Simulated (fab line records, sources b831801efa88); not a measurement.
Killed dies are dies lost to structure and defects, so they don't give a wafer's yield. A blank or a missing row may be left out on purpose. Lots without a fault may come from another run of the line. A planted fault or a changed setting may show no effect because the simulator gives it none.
fab line records | flow sky130
record lots=12 wafers=36 last_day=51
route steps=708 shown FIELD_ISO@4 CAPM@541 METAL3@569 METAL4@634 PAD_OPEN@708
lots that met no fault: from a run of the same line without faults
start_h: hours from the record's first day to the start of the lot's first wafer shown | wait_h: hours since the lot's step before | " the same as in the row above | L1.1+2: a row that stands for several wafers | - no value, or no start given | * or withheld: withheld | < > ~ a bound
route shown NAME@n: a module of which the file shows steps, and the number in the route of the first | usual: mean/standard deviation of fault-free wafers | same: alike in all rows | chamber/n: place in a boat | sites: the reading at each site | _std_site: their standard deviation | _edge_site: outer sites' mean less inner sites' | radius_mm: how far each site lies from the wafer's centre | mask NAME#n: copy n | behind: the tool/chamber that last shaped the wafer | hold: why the lot was held/for how many hours/how that ended | device: the transistor (n, p or np) that didn't switch | end of line: the same wafers' tests at the end of the route | a step without rows: its recipe alone | killed: dies lost to structure and defects at the first sort, not the wafer's yield | map: a wafer's dies, x killed, . not, _ none there
set.NAME: the setting as run; set.NAME@STEP: as run at that earlier step | model.NAME: the simulator's own value behind a step, which no gauge read
steps of the route over a sample of lots; a table a step, a row a wafer
services: from which hour (start_h, from the record's first day; less than 0 if before it) a tool's chamber was out of use, for how many hours, and why
## steps
# step SKY_FIELD_ISO_CVD_03
# recipe material=Si3N4 precursor=DCS/NH3 target_thk_nm=165 temp_c=770 time_s=2830 pressure_mtorr=250
# usual zone_power_lower_pct=12.78/0.13 zone_power_top_pct=29.5/0.98
# columns lot.wafer tool chamber start_h wait_h zone_power_lower_pct zone_power_top_pct
L674.1 lpcvd-02 0 16.69 0.1 12.80 29.8
L674.2 " 0 " " 12.86 30.2
L674.4 " 0 " " 12.93 29.8
L675.2 lpcvd-02 0 22.46 0.0 12.88 30.5
L675.5 " 0 " " 12.91 30.2
L675.6 " 0 " " 12.78 30.0
L677.4 lpcvd-02 1 31.92 0.0 12.65 28.1
L677.5 " 1 " " 12.95 28.5
L677.6 " 1 " " 12.67 27.6
L678.1 lpcvd-02 0 37.17 0.1 12.82 30.8
L678.3 " 0 " " 12.92 30.3
L678.5 " 0 " " 12.68 30.2
L679.1 lpcvd-02 1 44.55 0.1 12.71 28.4
L679.4 " 1 " " 12.94 28.2
L679.6 " 1 " " 12.67 28.5
L680.1 lpcvd-02 1 47.56 0.1 12.57 28.8
L680.3 " 1 " " 12.50 28.0
L680.6 " 1 " " 12.73 28.3
L681.2 lpcvd-02 0 51.78 0.0 12.85 30.3
L681.3 " 0 " " 12.89 30.5
L681.4 " 0 " " 12.89 30.0
L682.1 lpcvd-02 1 57.56 0.9 12.83 28.2
L682.4 " 1 " " 12.65 27.7
L682.6 " 1 " " 12.63 28.8
L683.4 lpcvd-02 0 61.69 0.0 12.94 30.6
L683.5 " 0 " " 13.05 29.9
L683.6 " 0 " " 12.95 30.8
L684.2 lpcvd-02 0 69.91 1.1 12.87 30.0
L684.4 " 0 " " 13.03 30.3
L684.6 " 0 " " 12.90 30.2
L687.3 lpcvd-02 0 84.55 0.3 12.81 29.6
L687.4 " 0 " " 12.86 30.6
L687.6 " 0 " " 12.71 30.6
L694.1 lpcvd-02 1 119.34 2.7 12.87 28.8
L694.2 " 1 " " 12.88 28.4
L694.5 " 1 " " 12.51 28.4
# step SKY_CAPM_THK_MEAS_04
# recipe thk_meas_gauge=xrf reads=TiN_of_CAPM_SPUTTER_02
# usual CAPM_TIN_THK=202.6/2.7
# columns lot.wafer tool chamber start_h wait_h CAPM_TIN_THK[nm]
L674.1 film_metro-01 - 874.35 0.1 202.6
L674.2 " - " " 202.7
L674.4 " - " " 202.7
L678.1 film_metro-03 - 875.41 0.1 201.5
L678.3 " - " " 200.6
L678.5 " - " " 199.1
L677.4 film_metro-01 - 877.30 0.1 200.8
L677.5 " - " " 200.8
L677.6 " - " " 201.8
L675.2 film_metro-01 - 877.63 0.1 204.3
L675.5 " - " " 206.9
L675.6 " - " " 205.6
L679.1 film_metro-03 - 877.97 0.1 206.2
L679.4 " - " " 207.8
L679.6 " - " " 204.6
L680.1 film_metro-01 - 880.77 0.1 202.6
L680.3 " - " " 201.1
L680.6 " - " " 204.4
L681.2 film_metro-03 - 906.67 0.1 199.9
L681.3 " - " " 198.8
L681.4 " - " " 198.1
L682.1 film_metro-03 - 907.37 0.1 200.4
L682.4 " - " " 202.3
L682.6 " - " " 200.1
L683.4 film_metro-01 - 913.51 0.1 206.7
L683.5 " - " " 206.4
L683.6 " - " " 206.5
L687.3 film_metro-03 - 1021.59 0.1 201.8
L687.4 " - " " 200.4
L687.6 " - " " 200.4
L684.2 film_metro-04 - 1022.34 0.1 200.2
L684.4 " - " " 201.7
L684.6 " - " " 199.6
L694.1 film_metro-01 - 1023.32 0.1 201.1
L694.2 " - " " 203.5
L694.5 " - " " 202.1
# step SKY_METAL3_STRIP_19
# recipe chemistry=O2/N2 power_w=1400 pressure_mtorr=1500 platen_temp_c=withheld o2_flow_sccm=3000 n2_flow_sccm=300 overash_fraction=0.5
# usual drypump_motor_current_A=5.62/0.19 oes_product_au=0.504/0.0065 strip_time_to_endpoint_s=6.58/0.095
# columns lot.wafer tool chamber start_h wait_h drypump_motor_current_A oes_product_au rf_hours_counter_h strip_time_to_endpoint_s
L674.1 plasma_asher-03 0 923.85 0.1 5.93 0.503 110 6.57
L674.2 " 1 " " 5.51 0.495 110 6.45
L674.4 " 1 " " 5.51 0.502 - 6.60
L678.1 plasma_asher-04 0 924.95 0.3 5.76 0.498 16 6.51
L678.3 " 0 " " 5.74 0.505 - 6.55
L678.5 " 0 " " 5.76 0.495 - 6.55
L677.4 plasma_asher-02 0 926.53 0.1 5.61 0.509 - 6.53
L677.5 " 0 " " 5.63 0.502 - 6.51
L677.6 " 1 " " 5.31 0.502 - 6.66
L675.2 plasma_asher-04 0 927.29 0.3 5.74 0.515 16 6.58
L675.5 " 0 " " 5.74 0.501 - 6.56
L675.6 " 1 " " 5.63 0.501 - 6.61
L679.1 plasma_asher-03 0 927.47 0.1 5.93 0.494 111 6.50
L679.4 " 0 " " 5.93 0.502 - 6.49
L679.6 " 1 " " 5.47 0.500 - 6.53
L680.1 plasma_asher-04 1 929.02 0.1 5.63 0.498 17 6.49
L680.3 " 1 " " 5.62 0.513 - 6.61
L680.6 " 0 " " 5.74 0.506 - 6.61
L681.2 plasma_asher-03 0 955.33 0.1 5.91 0.490 114 6.47
L681.3 " 1 " " 5.46 0.501 - 6.49
L681.4 " 0 " " 5.92 0.508 - 6.70
L682.1 plasma_asher-04 1 956.42 0.1 5.63 0.510 20 6.72
L682.4 " 0 " " 5.72 0.499 - 6.58
L682.6 " 1 " " 5.64 0.515 - 6.67
L683.4 plasma_asher-03 0 961.95 0.1 5.93 0.513 - 6.72
L683.5 " 0 " " 5.93 0.500 - 6.46
L683.6 " 1 " " 5.48 0.519 - 6.69
L687.3 plasma_asher-02 0 1065.25 0.1 5.57 0.488 - 6.43
L687.4 " 1 " " 5.33 0.506 - 6.58
L687.6 " 0 " " 5.56 0.501 - 6.43
L684.2 plasma_asher-02 1 1066.50 0.1 5.31 0.496 65 6.46
L684.4 " 1 " " 5.30 0.495 - 6.42
L684.6 " 0 " " 5.61 0.503 - 6.67
L694.1 plasma_asher-03 1 1067.70 0.3 5.51 0.506 0 6.62
L694.2 " 0 " " 5.93 0.503 0 6.58
L694.5 " 0 " " 5.91 0.502 - 6.57
# step SKY_METAL4_METAL_ETCH_18
# recipe target_depth_a=8450 stop_on=SiO2 over_etch_frac=0.3 time_s=183.1 chemistry=Cl2/BCl3 resist_sidewall_deg=88 pressure_mtorr=10 icp_w=900 bias_w=48.5 Cl2_flow_sccm=60 bcl3_flow_sccm=30
# usual drypump_motor_current_A=5.9/0.5 oes_product_au=0.866/0.0063 throttle_valve_pct=22.264/0.0089
# columns lot.wafer tool chamber start_h wait_h drypump_motor_current_A oes_product_au rf_hours_counter_h throttle_valve_pct
L674.1 rie_metal-02 0 999.99 0.0 5.6 0.864 10 22.269
L674.2 " 1 " " 6.2 0.875 14 22.250
L674.4 " 1 " " 6.2 0.864 - 22.266
L678.1 rie_metal-01 1 1001.74 0.0 5.7 0.870 4 22.267
L678.3 " 1 " " 5.8 0.865 - 22.256
L678.5 " 1 " " 5.7 0.859 - 22.272
L677.4 rie_metal-01 1 1002.50 0.1 5.7 0.864 - 22.264
L677.5 " 1 " " 5.8 0.863 - 22.259
L677.6 " 0 " " 6.2 0.866 - 22.252
L675.2 rie_metal-02 1 1004.29 0.0 6.2 0.880 15 22.271
L675.5 " 0 " " 5.7 0.862 - 22.250
L675.6 " 1 " " 6.2 0.866 - 22.274
L679.1 rie_metal-01 0 1004.49 0.0 6.3 0.878 13 22.273
L679.4 " 0 " " 6.2 0.865 - 22.265
L679.6 " 0 " " 6.2 0.878 - 22.273
L680.1 rie_metal-04 1 1004.64 0.0 6.2 0.857 11 22.271
L680.3 " 0 " " 4.6 0.860 - 22.259
L680.6 " 1 " " 6.1 0.866 - 22.278
L681.2 rie_metal-02 0 1029.12 0.1 5.7 0.876 - 22.246
L681.3 " 0 " " 5.7 0.869 - 22.258
L681.4 " 0 " " 5.7 0.874 - 22.266
L682.1 rie_metal-02 0 1030.04 0.0 5.6 0.866 13 22.266
L682.4 " 0 " " 5.7 0.856 - 22.263
L682.6 " 1 " " 6.2 0.860 - 22.265
L683.4 rie_metal-04 0 1034.20 0.1 4.6 0.872 - 22.264
L683.5 " 0 " " 4.6 0.857 - 22.257
L683.6 " 1 " " 6.2 0.868 - 22.268
L687.3 rie_metal-02 1 1131.20 0.1 6.2 0.859 - 22.250
L687.4 " 0 " " 5.7 0.861 - 22.260
L687.6 " 0 " " 5.7 0.869 - 22.264
L684.2 rie_metal-04 1 1132.24 0.0 6.1 0.872 19 22.270
L684.4 " 1 " " 6.1 0.860 - 22.264
L684.6 " 0 " " 4.6 0.864 - 22.272
L694.1 rie_metal-02 1 1133.52 0.0 6.2 0.861 23 22.253
L694.2 " 0 " " 5.6 0.880 20 22.263
L694.5 " 1 " " 6.2 0.862 - 22.274
# step SKY_PAD_OPEN_PROBE_99
# usual killed_at_M0_to_M3=42/7.3 killed_at_M4_up=3.4/2 killed_at_contacts=24/5.6 killed_at_front_end=16/4.5 killed_at_other=0.2/0.51 killed_dies=86/9.8 killed_open=46/7 killed_short=40/6.7
# same gross_dies=492 killed_at_back_side=0
# columns lot.wafer tool chamber start_h wait_h killed_at_M0_to_M3 killed_at_M4_up killed_at_contacts killed_at_front_end killed_at_other killed_dies killed_open killed_short
L694.1 prober-01 - 1213.31 0.4 47 0 18 36 0 101 46 36
L694.2 prober-01 - 1213.36 0.4 47 5 19 32 0 103 44 37
L694.5 prober-01 - 1213.51 0.5 28 2 25 30 0 85 34 30
# killed by level:class
L694.1 FIELD_ISO:unspecified=19 VIA1:geometric_particle:open=12 FIELD_ISO:geometric_particle:open=7 CONTACT:geometric_particle:open=7 VIA2:geometric_particle:open=7 METAL1:geometric_particle:short=6 METAL2:geometric_particle:short=5 POLY_GATE:geometric_particle:open=4
L694.2 FIELD_ISO:unspecified=22 METAL2:geometric_particle:short=10 VIA2:geometric_particle:open=10 CONTACT:geometric_particle:open=9 METAL1:geometric_particle:short=7 VIA1:geometric_particle:short=6 LI_CONTACT:geometric_particle:open=5 VIA3:geometric_particle:open=5
L694.5 FIELD_ISO:unspecified=21 LOCAL_INTERCONNECT:geometric_particle:short=7 CONTACT:geometric_particle:open=7 VIA1:geometric_particle:open=7 LI_CONTACT:geometric_particle:open=5 CONTACT:geometric_particle:short=4 VIA1:geometric_particle:short=4 METAL2:geometric_particle:short=4
## services
# columns tool chamber start_h hours kind
rie_metal-02 1 44.07 9.5 repair
plasma_asher-03 - 60.10 0.7 repair
lpcvd-02 - 151.57 0.7 repair
plasma_asher-03 - 256.09 0.7 repair
plasma_asher-03 - 297.28 13.5 repair
plasma_asher-03 - 301.51 1.0 repair
plasma_asher-03 - 413.54 2.4 repair
plasma_asher-03 - 427.38 8.4 repair
plasma_asher-03 - 442.40 8.4 pm
rie_metal-02 0 449.16 7.2 repair
lpcvd-02 - 460.49 92.8 repair
rie_metal-02 - 468.24 2.8 pm
plasma_asher-03 - 477.62 4.3 pm
rie_metal-02 1 582.04 27.0 repair
lpcvd-02 - 629.95 1.5 repair
plasma_asher-03 - 662.48 0.8 repair
lpcvd-02 - 771.99 2.8 pm
rie_metal-02 - 809.11 1.4 pm
lpcvd-02 - 814.19 2.5 repair
plasma_asher-03 - 841.60 0.3 repair
rie_metal-02 - 849.62 0.2 repair
plasma_asher-03 - 982.67 2.8 pm
lpcvd-02 - 1004.76 2.3 repair
rie_metal-02 1 1015.54 14.1 repair
## key
first_sign step=SKY_PAD_OPEN_PROBE_99 reading=killed_at_front_end direction=up sigmas=3.7 usual=16 struck=33
effect none on later readings
met_at SKY_FIELD_ISO_CVD_03
struck_lots L694
struck_wafers L694.1,L694.2,L694.5
tester_left_out L694
not_acting_at SKY_CAPM_THK_MEAS_04,SKY_METAL3_STRIP_19,SKY_METAL4_METAL_ETCH_18
onset_between 57.56 119.34
also_fits time
fault kind=chamber_particle_source tool=lpcvd-02 chamber=1 onset_h=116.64 steps=SKY_FIELD_ISO_CVD_03 rate_per_visit_cm2=2.1205 end_h=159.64
# tester_left_out: of these lots the tester's yield and bins aren't shown, on N5 and GAA mostly nor the transistor test; their killed dies are dies lost to structure and defects alone, not to doping, threshold or leakage, so they don't give the yield
